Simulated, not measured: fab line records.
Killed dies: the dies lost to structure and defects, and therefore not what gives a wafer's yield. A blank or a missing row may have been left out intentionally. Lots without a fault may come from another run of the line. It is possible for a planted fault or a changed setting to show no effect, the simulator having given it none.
A sampling plan put to the test	flow sky130	5 faults told of in these records, all on one fab line, each judged by the records of the lots it struck
What counts as the plan is the set of the line's own looks, namely the steps on the route at which a gauge or an inspection reads a wafer and does not change it. A look can be judged if struck wafers have a number there and the file gives its usual mean and standard deviation on fault-free wafers. Caught: 4 or more of those standard deviations (sigma) separate the usual mean from the mean of the struck wafers at a look after the fault's first step. On the tool: the fault's steps, tested the same way using the tool's own readings. If the struck wafers alone have a blank record, or they carry another recipe, that too counts as caught.

THE FAULTS, as the simulator had put them in
1. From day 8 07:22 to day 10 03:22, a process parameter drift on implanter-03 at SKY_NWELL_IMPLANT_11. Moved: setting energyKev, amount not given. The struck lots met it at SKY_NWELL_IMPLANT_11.
2. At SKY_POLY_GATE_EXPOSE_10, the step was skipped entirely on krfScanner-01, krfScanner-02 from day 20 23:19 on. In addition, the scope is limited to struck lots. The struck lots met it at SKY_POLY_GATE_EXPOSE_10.
3. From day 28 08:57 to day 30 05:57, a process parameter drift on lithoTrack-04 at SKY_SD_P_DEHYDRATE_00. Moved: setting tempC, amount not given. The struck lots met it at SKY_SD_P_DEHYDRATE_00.
4. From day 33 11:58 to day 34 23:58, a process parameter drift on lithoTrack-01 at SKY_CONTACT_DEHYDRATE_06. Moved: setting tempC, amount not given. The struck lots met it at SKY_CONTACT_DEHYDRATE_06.
5. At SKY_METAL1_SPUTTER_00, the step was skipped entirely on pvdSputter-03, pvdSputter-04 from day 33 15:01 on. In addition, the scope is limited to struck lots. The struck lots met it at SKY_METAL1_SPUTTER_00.

WHAT THE PLAN SAW
fault	on the tool itself	first look that catches it	reading, sigma	median hours from its first step to that look	hours from the fault's start to the first struck lot there	judged looks passed uncaught
1	beamEnergyKeV -99 or beyond sigma	none of the 2 looks that can be judged after it	-	-	-	2
2	no reading that can be judged	no look after it can be judged	-	-	-	0
3	heaterPowerTotalW -18 sigma	no look after it can be judged	-	-	-	0
4	heaterPowerTotalW +27 sigma	no look after it can be judged	-	-	-	0
5	the tool's record is blank for the struck wafers	no look after it can be judged	-	-	-	0
Dash: fault not caught, or number not given in these records.

Caught at a look: 0 of 5. Caught on the tool: 4 of 5. By one or the other: 4 of 5.
Faults 1, 3, 4, 5 were caught on the tool alone.
Caught by neither: fault 2.
